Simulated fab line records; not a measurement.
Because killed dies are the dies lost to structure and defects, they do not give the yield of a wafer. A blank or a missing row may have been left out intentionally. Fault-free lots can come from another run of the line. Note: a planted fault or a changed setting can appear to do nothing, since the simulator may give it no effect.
Code-filled problem report in 8D (eight disciplines) form | flow sky130 | the parts of the form that need people (team, actions taken, sign-off) are left out

== 1. WHAT IS WRONG ==
Mean of bias w at SKY_CONTACT_ETCH_18: 347.0 W across 2 wafers in 2 lots; on wafers with no fault it is 200.0 W (standard deviation 0.58). That is +99 or more standard deviations from the usual mean.
The step: etches Si3N4 in CHF3/O2, stops on TiN, time 39 s, target depth 75 nm.
First seen on wafer L188.3, day 35 04:00, on rie diel-01. At this step, 33 wafers from 11 lots have a number in the record. The rule behind "out" and "out of limits": a value lying over 4 standard deviations away from the usual mean. The rest of the wafers with a number are treated as sound.

== 2. WHAT THIS IS AND IS NOT ==
question                    | is                | is not
which readings at this step | bias w            | O2_flow_sccm, drypump motor current A, oes product au, throttle valve pct
which lots                  | L188, L189        | L181, L185, L186, L187, L190, L195, L198, L200, L201
which wafers of those lots  | L188.3, L189.3    | L188.4, L188.6, L189.1, L189.2
read on which tools         | rie diel-01       | rie diel-03, rie diel-04
when                        | from day 35 04:00 | up to then (14 sound wafers); but 17 sound wafers of L189, L190, L195, L198, L200, L201 came after

== 3. THE SUSPECTS, EACH WITH WHAT RULES IT OUT ==
Counting: any tool at a process step up to the reading remains a suspect provided it ran every lot that is out. Sound lots after the first of them don't rule it out here, since some wafers of a struck lot are sound.
- rie diel-01 at SKY_CONTACT_ETCH_18 (etches Si3N4 in CHF3/O2, stops on TiN, time 39 s, target depth 75 nm): kept. Every lot that is out went through it, the first being L188 (day 35 04:00); the last sound lot it ran before that was L187 (day 34 22:00). Out on those wafers are its own readings of bias w.
- Within rie diel-01 at SKY_CONTACT_ETCH_18: the wafers that are out ran in chamber 1; their sound lot-mates ran in chambers 0, 2, 3.
The count leaves rie diel-01 at SKY_CONTACT_ETCH_18.

== 4. THE CAUSE (what the simulator had put in) ==
rie diel-01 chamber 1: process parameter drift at SKY_CONTACT_ETCH_18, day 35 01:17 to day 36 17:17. The setting bias w was moved by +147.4, starting from 200. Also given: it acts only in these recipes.
Only this tool survived the counting.

== 5. THE CHAIN OF EFFECTS, in route order ==
Rows list readings where the struck wafers' mean (over those with a number) sits beyond 3 standard deviations from the usual. Readings are gone through only where the record gives a usual standard deviation; hours: the median, over the lots, of the time from a lot's start at the first step in this table giving one to that lot's start at this step; sigmas: the change measured in usual standard deviations.
hours | step                 | reading                  | usual   | on struck wafers | change | sigmas
0     | SKY_CONTACT_ETCH_18  | bias w                   | 200.0 W | 347.0            | +147.0 | +99 or more
0     | SKY_CONTACT_STRIP_19 | strip time to endpoint s | 3.60 s  | 3.41             | -0.19  | -4.1
Here are the process steps it includes:
- SKY_CONTACT_ETCH_18: etches Si3N4 in CHF3/O2, stops on TiN, time 39 s, target depth 75 nm.
- SKY_CONTACT_STRIP_19: strips in O2/N2.
Later measuring or inspecting steps at which every struck wafer that the step has a row for has a number for every such reading, and none has moved that far: SKY_METAL1_RS_MEAS_05.

== 6. WHAT WOULD HAVE CAUGHT IT SOONER ==
3 hours passed between the start of the fault at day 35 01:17 and the first reading out of limits in this record, taken at day 35 04:00.
